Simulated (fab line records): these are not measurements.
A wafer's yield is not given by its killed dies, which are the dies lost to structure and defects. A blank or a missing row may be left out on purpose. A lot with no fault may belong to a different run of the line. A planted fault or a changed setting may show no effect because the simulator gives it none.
One fault through the eyes of 2 desks -- flow sky130 -- each desk has only its own numbers; what lay behind them comes last

FOR THE TOOL OWNER'S DESK: cvd_w-01
The tool's own readings at SKY_LI_CONTACT_CVD_21 (deposits W, target thk 400 nm, time 120.56 s): means of the sampled wafers that have a number, for each lot that ran on this tool. Any lot whose mean is over 4 standard deviations away from the usual mean is out of limits and marked OUT; that distance is given in the brackets.
Columns: A = chamber_pressure_Torr at SKY_LI_CONTACT_CVD_21, usual 40.01 Torr; B = heater_power_w at SKY_LI_CONTACT_CVD_21, usual 850 W
lot,first seen here,A,B
L260,day 29 20:13,40.04,838
L261,day 30 03:54,39.98,832
L268,day 32 04:04,40.05,831
L270,day 32 19:02,39.98,843
L278,day 35 13:08,41.88 (+20) OUT,866
L280,day 35 21:07,41.88 (+20) OUT,859
Finding of this desk: L278, L280 out of limits; the first was L278 at day 35 13:08, on chamber_pressure_Torr at SKY_LI_CONTACT_CVD_21. L260, L261, L268, L270: within limits.

AT THE METROLOGY DESK
What the gauges read for every lot (on any tool): the sampled wafers with a number, averaged. Any lot whose mean is over 4 standard deviations away from the usual mean is out of limits and marked OUT; that distance is given in the brackets.
Columns: A = LI_CONTACT_W_RS at SKY_LI_CONTACT_RS_MEAS_22, usual 0.284 ohm/sq; B = LI_CONTACT_W_THK at SKY_LI_CONTACT_THK_MEAS_23, usual 393 nm; C = cd_nm at SKY_VIA1_CD_MEAS_12, usual 150.4 nm
lot,first seen here,A,B,C
L259,day 29 11:32,0.287,386,152.2
L260,day 29 20:20,0.282,395,150.1
L261,day 30 04:01,0.278,408,149.8
L262,day 30 05:59,0.288,394,150.2
L263,day 30 15:00,0.293,379,149.6
L265,day 31 09:05,0.284,390,150.8
L267,day 32 03:25,0.289,390,151.3
L268,day 32 04:11,0.282,399,149.5
L270,day 32 19:10,0.276,404,150.6
L278,day 35 13:16,0.276,400,153.9
L280,day 35 21:14,0.275,407,153.2
L281,day 36 06:03,0.287,394,150.4
This desk's finding: nothing out of limits on any of the 12 lots.

PUT TOGETHER
An alarm could have come from the tool owner's desk at day 35 13:08, on L278, L280.
At the metrology desk, nothing out of limits was observed.
The metrology desk has L278, L280 on record, within its limits.
All the named lots went through SKY_LI_CONTACT_CVD_21 on cvd_w-01.

WHAT WAS PUT IN BY THE SIMULATOR
cvd_w-01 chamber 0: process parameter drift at SKY_LI_CONTACT_CVD_21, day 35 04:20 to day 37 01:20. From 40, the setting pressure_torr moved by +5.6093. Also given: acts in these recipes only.
Shown lots that were struck: L278, L280.
Delay in hours, fault start to first out-of-limits reading, by desk: the tool owner's desk at 9.
